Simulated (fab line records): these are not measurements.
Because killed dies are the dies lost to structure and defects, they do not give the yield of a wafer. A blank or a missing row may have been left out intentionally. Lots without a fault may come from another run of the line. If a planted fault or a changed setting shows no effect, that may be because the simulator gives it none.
fab line records	flow gf180mcu
record lots=15	wafers=45	last_day=34
route steps=602 shown HV_LDD@213 NSD@245 CONTACT@289
lots that met no fault: taken from a fault-free run of the same line
start_h: hours from the record's first day to the start of the lot's first wafer shown	wait_h: how many hours have passed since the lot's step before this one	" same as the row above	L1.1+2: several wafers, shown together as one row	- value missing, or start not given	* or withheld: withheld	< > ~ a bound
route shown NAME@n: a module of which the file shows steps, and the number in the route of the first	usual: mean/standard deviation of fault-free wafers	same: alike in all rows	chamber/n: place in a boat	sites: per-site readings	_std_site: the standard deviation of these	_edge_site: the outer-site mean with the inner-site mean subtracted	radius_mm: how far each site lies from the wafer's centre	mask NAME#n: copy n	behind: the most recent tool/chamber to have shaped the wafer	hold: why the lot went on hold/how many hours it stayed there/how the hold came to an end	device: transistor that didn't switch, given as n, p or np	end of line: the tests these same wafers got at the end of their route	a step given without rows: its recipe and nothing more	killed: count of dies lost to structure and defects at first sort (not the wafer's yield)	map: shows each die of a wafer: x if killed, . if not, _ if none is there
set.NAME: the setting that was run; set.NAME@STEP: the one run at that earlier step	model.NAME: the simulator's own value behind a step, which no gauge read
route steps across a sampled set of lots; one table per step, one row per wafer
services: from which hour (start_h, from the record's first day; less than 0 if before it) a tool's chamber was out of use, for how many hours, and why
## steps
# step GF_HV_LDD_STRIP_37
# recipe chemistry=O2/N2	power_w=1400	pressure_mtorr=1500	platen_temp_c=250	o2_flow_sccm=3000	n2_flow_sccm=300	overash_fraction=0.5
# usual drypump_motor_current_A=6.0/0.3	heater_power_w=336/28	oes_product_au=0.716/0.0043	strip_time_to_endpoint_s=12.64/0.032
# same overash_fraction=0.5
lot.wafer	tool	chamber	start_h	wait_h	drypump_motor_current_A	heater_power_w	oes_product_au	rf_hours_counter_h	strip_time_to_endpoint_s
L385.3	plasma_asher-03	1	253.69	0.1	6.1	387	0.721	-	12.56
L385.4	"	0	"	"	6.3	324	0.716	-	12.65
L385.5	"	0	"	"	6.3	327	0.721	-	12.63
L386.2	plasma_asher-02	1	267.46	0.1	5.8	338	0.710	16	12.68
L386.3	"	1	"	"	5.8	324	0.725	-	12.63
L386.4	"	0	"	"	6.1	347	0.714	-	12.67
L391.3	plasma_asher-03	0	298.25	0.1	6.3	327	0.714	-	12.60
L391.5	"	1	"	"	6.2	387	0.725	-	12.64
L391.6	"	0	"	"	6.3	336	0.704	-	12.60
L394.3	plasma_asher-03	0	326.79	0.1	6.3	326	0.714	-	12.64
L394.4	"	1	"	"	6.2	376	0.718	-	12.64
L394.5	"	0	"	"	6.3	321	0.722	-	12.63
L395.2	plasma_asher-03	1	337.13	0.1	6.1	385	0.717	68	12.59
L395.5	"	1	"	"	6.1	385	0.717	-	12.67
L395.6	"	0	"	"	6.3	324	0.717	-	12.61
L396.2	plasma_asher-02	0	341.53	0.1	6.1	336	0.711	25	12.60
L396.3	"	0	"	"	6.1	342	0.716	-	12.62
L396.5	"	1	"	"	5.8	318	0.718	-	12.60
L397.1	plasma_asher-02	1	343.91	0.1	5.8	325	0.710	26	12.63
L397.2	"	0	"	"	6.1	338	0.718	26	12.61
L397.5	"	0	"	"	6.1	343	0.717	-	12.63
L398.2	plasma_asher-02	0	359.26	0.1	6.1	349	0.712	27	12.67
L398.3	"	1	"	"	5.8	314	0.714	-	12.67
L398.6	"	1	"	"	5.8	324	0.718	-	12.72
L402.4	plasma_asher-02	1	391.50	0.1	5.8	324	0.718	-	12.64
L402.5	"	0	"	"	6.1	343	0.712	-	12.64
L402.6	"	1	"	"	5.8	325	0.710	-	12.66
L403.1	plasma_asher-04	0	392.96	0.1	6.4	315	0.716	61	12.68
L403.2	"	1	"	"	5.3	284	0.714	61	12.66
L403.3	"	1	"	"	5.3	286	0.715	-	12.71
L404.2	plasma_asher-03	1	397.21	0.1	6.1	387	0.718	74	12.61
L404.4	"	0	"	"	6.3	330	0.714	-	12.60
L404.5	"	1	"	"	6.1	385	0.720	-	12.59
L405.2	plasma_asher-04	0	405.61	0.1	6.4	317	0.723	62	12.68
L405.3	"	1	"	"	5.3	282	0.712	-	12.66
L405.4	"	0	"	"	6.4	310	0.719	-	12.71
L406.1	plasma_asher-02	0	435.16	0.1	6.1	352	0.714	35	12.67
L406.2	"	1	"	"	5.8	319	0.707	35	12.69
L406.6	"	0	"	"	6.1	345	0.705	-	12.68
L407.1	plasma_asher-02	0	438.41	0.1	6.1	356	0.711	36	12.64
L407.2	"	1	"	"	5.8	322	0.718	36	12.62
L407.4	"	0	"	"	6.1	345	0.720	-	12.69
L408.1	plasma_asher-02	1	440.17	0.1	5.8	328	0.709	36	12.65
L408.2	"	0	"	"	6.1	343	0.716	36	12.64
L408.3	"	1	"	"	5.8	323	0.722	-	12.65
# step GF_NSD_IMPLANT_10
# recipe species=P	energy_kev=40	dose_cm2=5e+14	tilt_deg=7
# usual beam_energy_keV=39.999/0.013	beam_on_s=9.98/0.2
lot.wafer	tool	chamber	start_h	wait_h	beam_energy_keV	beam_on_s
L385.3	implanter-04	0	296.08	0.1	40.015	10.03
L385.4	"	0	"	"	40.006	10.06
L385.5	"	0	"	"	39.996	9.97
L386.2	implanter-01	0	311.60	0.1	39.982	9.64
L386.3	"	0	"	"	40.002	10.05
L386.4	"	0	"	"	39.982	10.17
L391.3	implanter-01	0	343.81	0.1	40.001	10.24
L391.5	"	0	"	"	39.996	10.41
L391.6	"	0	"	"	40.010	10.10
L394.3	implanter-01	0	373.06	0.1	40.027	9.95
L394.4	"	0	"	"	40.015	9.80
L394.5	"	0	"	"	40.020	10.41
L395.2	implanter-04	0	385.70	0.1	39.998	9.80
L395.5	"	0	"	"	39.992	10.05
L395.6	"	0	"	"	39.997	10.13
L396.2	implanter-01	-	389.39	0.1	-	-
L396.3	"	-	"	"	-	-
L396.5	"	-	"	"	-	-
L397.1	implanter-04	-	393.66	0.1	-	-
L397.2	"	-	"	"	-	-
L397.5	"	-	"	"	-	-
L398.2	implanter-01	-	407.98	0.1	-	-
L398.3	"	-	"	"	-	-
L398.6	"	-	"	"	-	-
L402.4	implanter-02	0	442.98	0.1	39.999	9.88
L402.5	"	0	"	"	39.973	9.87
L402.6	"	0	"	"	39.993	10.08
L403.1	implanter-01	0	445.41	0.1	39.993	9.98
L403.2	"	0	"	"	39.997	10.08
L403.3	"	0	"	"	39.993	10.15
L404.2	implanter-04	0	449.15	0.1	40.009	10.04
L404.4	"	0	"	"	40.007	9.70
L404.5	"	0	"	"	40.001	10.05
L405.2	implanter-02	0	458.28	0.1	39.983	9.60
L405.3	"	0	"	"	39.989	9.91
L405.4	"	0	"	"	39.991	9.89
L406.1	implanter-01	0	486.88	0.1	40.006	10.47
L406.2	"	0	"	"	39.982	10.14
L406.6	"	0	"	"	39.995	10.07
L407.1	implanter-02	0	490.48	0.1	39.997	10.03
L407.2	"	0	"	"	40.016	10.21
L407.4	"	0	"	"	40.007	9.92
L408.1	implanter-04	0	492.98	0.1	39.972	10.08
L408.2	"	0	"	"	39.971	10.21
L408.3	"	0	"	"	39.986	9.71
# step GF_NSD_STRIP_11
# recipe chemistry=O2/N2	power_w=1400	pressure_mtorr=1500	platen_temp_c=250	o2_flow_sccm=3000	n2_flow_sccm=300	overash_fraction=0.5
# usual drypump_motor_current_A=5.9/0.35	heater_power_w=338/33	oes_product_au=0.486/0.0045	strip_time_to_endpoint_s=22.97/0.035
# same overash_fraction=0.5
lot.wafer	tool	chamber	start_h	wait_h	drypump_motor_current_A	heater_power_w	oes_product_au	rf_hours_counter_h	strip_time_to_endpoint_s
L385.3	plasma_asher-04	1	296.21	0.1	5.3	288	0.480	-	22.99
L385.4	"	0	"	"	6.5	314	0.490	-	22.98
L385.5	"	1	"	"	5.3	281	0.486	-	22.94
L386.2	plasma_asher-02	1	311.73	0.1	5.8	325	0.487	22	22.98
L386.3	"	0	"	"	6.1	340	0.482	-	23.00
L386.4	"	1	"	"	5.8	327	0.482	-	23.00
L391.3	plasma_asher-01	1	343.94	0.1	5.8	376	0.486	-	22.92
L391.5	"	1	"	"	5.8	381	0.491	-	22.94
L391.6	"	0	"	"	6.1	356	0.480	-	22.94
L394.3	plasma_asher-01	0	373.20	0.1	6.1	346	0.484	-	22.98
L394.4	"	1	"	"	5.8	389	0.494	-	23.02
L394.5	"	1	"	"	5.8	368	0.498	-	23.02
L395.2	plasma_asher-01	1	385.83	0.1	5.8	384	0.486	72	23.01
L395.5	"	0	"	"	6.1	345	0.473	-	22.96
L395.6	"	1	"	"	5.8	382	0.478	-	22.99
L396.2	plasma_asher-02	1	389.51	0.1	5.8	323	0.491	30	22.46
L396.3	"	1	"	"	5.8	325	0.484	-	22.49
L396.5	"	1	"	"	5.8	332	0.490	-	22.45
L397.1	plasma_asher-02	0	393.81	0.1	6.1	347	0.499	31	22.39
L397.2	"	1	"	"	5.8	326	0.492	31	22.46
L397.5	"	1	"	"	5.8	333	0.491	-	22.43
L398.2	plasma_asher-01	0	408.11	0.1	6.1	343	0.490	74	22.40
L398.3	"	1	"	"	5.8	377	0.500	-	22.38
L398.6	"	0	"	"	6.1	350	0.493	-	22.46
L402.4	plasma_asher-02	1	443.09	0.1	5.8	325	0.487	-	22.99
L402.5	"	0	"	"	6.1	342	0.486	-	22.95
L402.6	"	1	"	"	5.8	322	0.492	-	22.96
L403.1	plasma_asher-04	0	445.56	0.1	6.4	312	0.487	67	22.97
L403.2	"	1	"	"	5.3	291	0.492	67	23.03
L403.3	"	0	"	"	6.4	313	0.486	-	23.03
L404.2	plasma_asher-01	1	449.28	0.1	5.8	406	0.493	2	22.97
L404.4	"	0	"	"	6.1	358	0.485	-	22.99
L404.5	"	0	"	"	6.1	357	0.483	-	22.97
L405.2	plasma_asher-01	0	458.41	0.1	6.1	348	0.486	3	22.98
L405.3	"	0	"	"	6.2	355	0.489	-	22.96
L405.4	"	1	"	"	5.8	393	0.484	-	22.97
L406.1	plasma_asher-02	0	487.03	0.1	6.1	341	0.483	41	22.99
L406.2	"	1	"	"	5.8	319	0.490	41	22.99
L406.6	"	0	"	"	6.1	344	0.481	-	22.98
L407.1	plasma_asher-04	0	490.63	0.1	6.5	309	0.486	71	22.97
L407.2	"	1	"	"	5.3	287	0.488	71	22.93
L407.4	"	1	"	"	5.3	292	0.486	-	22.95
L408.1	plasma_asher-04	0	493.13	0.1	6.5	310	0.483	72	23.04
L408.2	"	1	"	"	5.2	294	0.487	72	23.04
L408.3	"	0	"	"	6.4	316	0.490	-	22.97
# step GF_PSD_RS_MEAS_14
# recipe thk_meas_gauge=four-point-probe
# usual NSD_RS=46.12/0.11
lot.wafer	tool	chamber	start_h	wait_h	NSD_RS[ohm/sq]
L385.3	film_metro-01	-	317.41	0.1	46.13
L385.4	"	-	"	"	46.18
L385.5	"	-	"	"	46.04
L386.2	film_metro-02	-	333.74	0.1	46.25
L386.3	"	-	"	"	46.29
L386.4	"	-	"	"	46.24
L391.3	film_metro-01	-	366.66	0.1	46.13
L391.5	"	-	"	"	46.12
L391.6	"	-	"	"	46.12
L394.3	film_metro-01	-	396.17	0.1	46.22
L394.4	"	-	"	"	46.26
L394.5	"	-	"	"	46.45
L395.2	film_metro-04	-	409.98	0.1	46.19
L395.5	"	-	"	"	46.15
L395.6	"	-	"	"	46.20
L396.2	film_metro-04	-	413.64	0.1	53.02
L396.3	"	-	"	"	53.03
L396.5	"	-	"	"	52.97
L397.1	film_metro-04	-	417.77	0.1	53.04
L397.2	"	-	"	"	53.09
L397.5	"	-	"	"	53.01
L398.2	film_metro-04	-	432.09	0.1	53.12
L398.3	"	-	"	"	53.09
L398.6	"	-	"	"	53.13
L402.4	film_metro-01	-	468.08	0.1	46.16
L402.5	"	-	"	"	46.18
L402.6	"	-	"	"	46.18
L403.1	film_metro-01	-	470.77	0.1	46.09
L403.2	"	-	"	"	46.22
L403.3	"	-	"	"	46.11
L404.2	film_metro-01	-	473.89	0.1	46.14
L404.4	"	-	"	"	46.16
L404.5	"	-	"	"	46.07
L405.2	film_metro-04	-	483.54	0.1	46.11
L405.3	"	-	"	"	46.08
L405.4	"	-	"	"	46.07
L406.1	film_metro-04	-	511.11	0.1	46.08
L406.2	"	-	"	"	46.08
L406.6	"	-	"	"	46.05
L407.1	film_metro-02	-	514.89	0.1	46.32
L407.2	"	-	"	"	46.28
L407.4	"	-	"	"	46.23
L408.1	film_metro-04	-	517.37	0.1	46.02
L408.2	"	-	"	"	45.95
L408.3	"	-	"	"	45.93
# step GF_CONTACT_CVD_02
# recipe material=SiO2	target_thk_nm=860	precursor=TEOS	temp_c=400	time_s=95.992	rf_w=600
# usual heater_power_w=726/100
lot.wafer	tool	chamber	start_h	wait_h	heater_power_w
L385.3	pecvd-02	2	339.69	0.0	652
L385.4	"	2	"	"	537
L385.5	"	1	"	"	802
L386.2	pecvd-04	0	356.48	0.0	700
L386.3	"	1	"	"	846
L386.4	"	2	"	"	564
L391.3	pecvd-02	1	390.39	0.0	710
L391.5	"	1	"	"	788
L391.6	"	0	"	"	749
L394.3	pecvd-02	0	421.00	0.0	772
L394.4	"	2	"	"	676
L394.5	"	0	"	"	802
L395.2	pecvd-02	0	434.61	0.0	738
L395.5	"	0	"	"	810
L395.6	"	1	"	"	839
L402.4	pecvd-02	2	493.55	0.1	582
L402.5	"	0	"	"	680
L402.6	"	1	"	"	816
L403.1	pecvd-04	2	495.93	0.1	502
L403.2	"	1	"	"	956
L403.3	"	0	"	"	803
L404.2	pecvd-02	2	498.78	0.0	728
L404.4	"	1	"	"	849
L404.5	"	0	"	"	781
L405.2	pecvd-04	2	508.22	0.0	620
L405.3	"	0	"	"	668
L405.4	"	0	"	"	759
L406.1	pecvd-04	1	535.68	0.1	924
L406.2	"	0	"	"	724
L406.6	"	0	"	"	753
L407.1	pecvd-02	1	538.67	0.1	865
L407.2	"	0	"	"	742
L407.4	"	2	"	"	677
L408.1	pecvd-02	2	541.54	0.1	685
L408.2	"	0	"	"	655
L408.3	"	1	"	"	825
# step GF_CONTACT_BOW_MEAS_05
# recipe mode=bow
# usual CONTACT_BOW=66/6.5
lot.wafer	tool	chamber	start_h	wait_h	CONTACT_BOW[um]
L385.3	film_metro-02	-	340.16	0.2	59
L385.4	"	-	"	"	77
L385.5	"	-	"	"	72
L386.2	film_metro-04	-	356.93	0.2	72
L386.3	"	-	"	"	63
L386.4	"	-	"	"	68
L391.3	film_metro-02	-	390.86	0.2	63
L391.5	"	-	"	"	64
L391.6	"	-	"	"	66
L394.3	film_metro-03	-	421.47	0.1	60
L394.4	"	-	"	"	65
L394.5	"	-	"	"	58
L395.2	film_metro-04	-	435.10	0.1	74
L395.5	"	-	"	"	73
L395.6	"	-	"	"	67
L402.4	film_metro-04	-	494.01	0.3	64
L402.5	"	-	"	"	60
L402.6	"	-	"	"	62
L403.1	film_metro-03	-	496.36	0.1	62
L403.2	"	-	"	"	70
L403.3	"	-	"	"	60
L404.2	film_metro-04	-	499.23	0.3	75
L404.4	"	-	"	"	62
L404.5	"	-	"	"	60
L405.2	film_metro-04	-	508.67	0.2	66
L405.3	"	-	"	"	73
L405.4	"	-	"	"	59
L406.1	film_metro-04	-	536.11	0.1	62
L406.2	"	-	"	"	63
L406.6	"	-	"	"	55
L407.1	film_metro-02	-	539.10	0.2	75
L407.2	"	-	"	"	57
L407.4	"	-	"	"	59
L408.1	film_metro-04	-	541.97	0.1	71
L408.2	"	-	"	"	68
L408.3	"	-	"	"	70
## services
tool	chamber	start_h	hours	kind
plasma_asher-03	-	237.25	2.8	pm
plasma_asher-04	-	255.19	16.9	pm
plasma_asher-01	-	281.70	28.1	pm
implanter-01	-	298.41	2.9	repair
implanter-01	-	299.16	3.2	repair
pecvd-02	2	303.98	30.7	repair
implanter-02	-	307.00	5.4	repair
plasma_asher-02	-	313.19	2.9	repair
implanter-01	-	349.59	3.8	repair
pecvd-02	-	357.36	0.2	repair
pecvd-02	-	368.88	14.0	pm
implanter-01	-	374.43	4.3	pm
pecvd-04	0	378.93	12.2	repair
implanter-04	-	403.95	21.1	repair
plasma_asher-01	-	406.16	1.8	repair
pecvd-04	0	412.46	6.4	repair
implanter-04	-	414.68	0.8	repair
plasma_asher-01	-	421.25	9.0	pm
plasma_asher-04	-	429.04	2.0	repair
pecvd-02	2	431.42	5.3	repair
pecvd-04	-	448.72	6.0	pm
implanter-04	-	495.78	4.2	repair
implanter-01	-	512.00	3.8	repair
plasma_asher-01	-	527.99	16.6	repair
## key
first_sign step=GF_NSD_IMPLANT_10	reading=tool_record	direction=missing
effect step=GF_NSD_STRIP_11	reading=strip_time_to_endpoint_s	direction=down	sigmas=16	usual=*	struck=*
effect step=GF_PSD_RS_MEAS_14	reading=NSD_RS	direction=up	sigmas=64	usual=46.12	struck=53.06
met_at GF_NSD_IMPLANT_10
struck_lots L396,L397,L398
later_rows_left_out L396.2,L396.3,L396.5,L397.1,L397.2,L397.5,L398.2,L398.3,L398.6
sort_left_out L396.2,L396.3,L396.5,L397.1,L397.2,L397.5,L398.2,L398.3,L398.6
tester_left_out L396,L397,L398
not_acting_at GF_HV_LDD_STRIP_37,GF_CONTACT_CVD_02,GF_CONTACT_BOW_MEAS_05
onset_between 385.70 389.39
fault kind=skipped_step_whole	tool=implanter-01,implanter-04	chamber=-	onset_h=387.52	steps=GF_NSD_IMPLANT_10	scope=struck_lots_only
# tester_left_out: of these lots the tester's yield and bins aren't shown, on N5 and GAA mostly nor the transistor test; their killed dies are dies lost to structure and defects alone, not to doping, threshold or leakage, so they don't give the yield
# sort_left_out: the simulated sort isn't trusted on such a fault, so these wafers' sort isn't shown, and their yield isn't known
# later_rows_left_out: the simulator's readings of these wafers behind a module that went badly wrong aren't trusted and aren't shown, but for the sort
